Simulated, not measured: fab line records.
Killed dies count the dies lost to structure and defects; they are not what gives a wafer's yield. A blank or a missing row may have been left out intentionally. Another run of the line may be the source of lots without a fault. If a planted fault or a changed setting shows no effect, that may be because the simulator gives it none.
Which tool is to blame? + flow sky130 + Sampling: 6 lots, 18 wafers, 2 of 708 route steps

== WHAT THE GAUGES SHOWED, per wafer ==
SKY_GATE_OXIDE_OVL_MEAS_10.
| lot  | measured     | on         | GATE_OXIDE_OVL (nm) |
|------|--------------|------------|---------------------|
| L632 | day 14 03:03 | overlay-02 | -0.1 0.8 0.2        |
| L634 | day 15 00:12 | overlay-01 | -0.2 -0.2 1.3       |
| L640 | day 17 06:48 | overlay-02 | - -0.3 -            |
| L642 | day 17 20:42 | overlay-01 | - -1.1 -1.0         |
| L649 | day 20 05:36 | overlay-01 | 0.3 -1.1 0.4        |
| L653 | day 21 17:52 | overlay-01 | 0.9 -1.0 -0.7       |

== WHICH TOOL RAN EACH LOT (tool, then ch and the chambers of the sampled wafers, then the start) ==
| lot  | SKY_GATE_OXIDE_DEVELOP_09         |
|------|-----------------------------------|
| L632 | litho_track-03 ch 0, day 14 02:55 |
| L634 | litho_track-01 ch 0, day 15 00:04 |
| L640 | litho_track-03 ch 0, day 17 06:39 |
| L642 | litho_track-03 ch 0, day 17 20:34 |
| L649 | litho_track-01 ch 0, day 20 05:27 |
| L653 | litho_track-01 ch 0, day 21 17:45 |
- SKY_GATE_OXIDE_DEVELOP_09: develop time 60 s.

== THE ANSWER, worked out from the rows above alone ==
Rule: the usual values come from the lots themselves. Put in order of their means at a reading, lots are off if they are a third of the lots or fewer, leave a main group of 4 or more, and stand apart from it by a gap of 3 or more times the standard deviation of the main group's means; of several such gaps the widest counts. The tables above print the reading to a certain number of digits; a main group whose means all agree to those digits is not used. Also off: a lot with no number at a reading for which 4 or more lots have one. Any other lot the step has rows for is counted as sound.
Across all readings shown, no lot is off: no conclusion can be drawn from this.

== WHAT HAD BEEN PUT IN BY THE SIMULATOR ==
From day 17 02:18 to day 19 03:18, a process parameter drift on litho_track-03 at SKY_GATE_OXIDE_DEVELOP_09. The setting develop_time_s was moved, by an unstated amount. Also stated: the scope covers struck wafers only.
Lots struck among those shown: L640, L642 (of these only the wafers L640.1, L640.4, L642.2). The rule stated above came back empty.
